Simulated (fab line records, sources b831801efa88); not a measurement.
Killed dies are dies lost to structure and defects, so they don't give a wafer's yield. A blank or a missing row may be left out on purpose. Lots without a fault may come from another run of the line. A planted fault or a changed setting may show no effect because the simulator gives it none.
Which tool did it? | flow gf180mcu | 14 lots, 42 wafers sampled, at 3 steps of a route of 602

WHAT THE GAUGES READ, wafer by wafer
GF_HV_LDD_CD_MEAS_46: target cd 400 nm. Usual: cd_nm 399.7 nm, standard deviation 2.5.
lot  | measured     | on        | cd_nm (nm)        | flag
L178 | day 13 16:41 | cd_sem-01 | 401.4 402.2 400.5 |
L179 | day 13 22:04 | cd_sem-01 | 399.9 400.4 399.8 |
L184 | day 15 22:23 | cd_sem-02 | 397.3 395.0 394.3 |
L185 | day 16 00:56 | cd_sem-01 | 401.0 402.2 402.5 |
L187 | day 16 12:05 | cd_sem-02 | 399.9 400.5 400.5 |
L188 | day 16 16:33 | cd_sem-01 | 396.7 395.1 395.3 |
L189 | day 17 07:49 | cd_sem-01 | 395.8 399.1 397.7 |
L191 | day 17 23:52 | cd_sem-01 | 396.3 396.7 397.0 |
L192 | day 18 04:42 | cd_sem-02 | 402.0 401.6 402.1 |
L193 | day 18 13:26 | cd_sem-02 | 397.0 398.3 397.8 |
L194 | day 19 02:17 | cd_sem-02 | 400.7 398.2 399.0 |
L196 | day 19 11:50 | cd_sem-01 | 400.9 400.7 400.5 |
L197 | day 19 22:44 | cd_sem-01 | 393.9 396.8 396.1 |
L198 | day 20 06:35 | cd_sem-02 | 401.2 402.7 403.8 |

GF_HV_LDD_TW_MEAS_50. Usual: HV_LDD_4_TW 568, standard deviation 3.4.
lot  | measured     | on            | HV_LDD_4_TW             | flag
L178 | day 13 17:05 | film_metro-04 | 566 567 567             |
L179 | day 13 22:28 | film_metro-04 | 567 566 569             |
L184 | day 15 22:47 | film_metro-04 | 528 527 529 531 532 533 | OFF
L185 | day 16 01:19 | film_metro-03 | 571 569 569             |
L187 | day 16 12:29 | film_metro-04 | 525 526 529 526 526 529 | OFF
L188 | day 16 16:57 | film_metro-03 | 569 570 570             |
L189 | day 17 08:12 | film_metro-04 | 528 525 528 527 531 529 | OFF
L191 | day 18 00:17 | film_metro-01 | 568 571 572             |
L192 | day 18 05:06 | film_metro-04 | 562 565 565             |
L193 | day 18 13:50 | film_metro-04 | 564 566 563             |
L194 | day 19 02:40 | film_metro-04 | 563 569 568             |
L196 | day 19 12:13 | film_metro-03 | 578 573 573             |
L197 | day 19 23:07 | film_metro-04 | 565 567 566             |
L198 | day 20 06:59 | film_metro-01 | 570 570 572             |

WHICH TOOL RAN EACH LOT (tool, then ch and the chambers of the sampled wafers, then the start)
lot  | GF_HV_LDD_IMPLANT_48
L178 | implanter-03 ch 0, day 13 16:50
L179 | implanter-03 ch 0, day 13 22:13
L184 | implanter-03 ch 0, day 15 22:32
L185 | implanter-02 ch 0, day 16 01:06
L187 | implanter-03 ch 0, day 16 12:14
L188 | implanter-01 ch 0, day 16 16:43
L189 | implanter-03 ch 0, day 17 07:59
L191 | implanter-01 ch 0, day 18 00:02
L192 | implanter-01 ch 0, day 18 04:52
L193 | implanter-01 ch 0, day 18 13:35
L194 | implanter-01 ch 0, day 19 02:28
L196 | implanter-01 ch 0, day 19 12:01
L197 | implanter-03 ch 0, day 19 22:54
L198 | implanter-03 ch 0, day 20 06:45
- GF_HV_LDD_IMPLANT_48

WHAT THE TOOLS THEMSELVES READ (means of the sampled wafers that have a number; where no wafer has one, the mark that the record gives instead)
The record holds no such reading with a usual standard deviation.

THE ANSWER, worked out from the rows above alone
Rule: a lot is off if the mean of its wafers that have a number lies more than 3 standard deviations from the usual mean. A lot without any number at a reading at which 4 lots or more have one is off too. The other lots that the step has rows for count as sound. The gauges are gone through in route order, then the tools' own readings, and for those a lot's mean is taken as printed above. The first step at which some lot is off is used, and at that step the reading that is off furthest; a lot without a number counts as furthest.
Off: L184, L187, L189, at GF_HV_LDD_TW_MEAS_50 (HV_LDD_4_TW).
A tool fits if, at a process step before that reading, it ran every lot that is off, and no sound lot after the first of them. The gauges at GF_HV_LDD_TW_MEAS_50 are tried like those tools. None of those tried fits.

WHAT THE SIMULATOR HAD PUT IN
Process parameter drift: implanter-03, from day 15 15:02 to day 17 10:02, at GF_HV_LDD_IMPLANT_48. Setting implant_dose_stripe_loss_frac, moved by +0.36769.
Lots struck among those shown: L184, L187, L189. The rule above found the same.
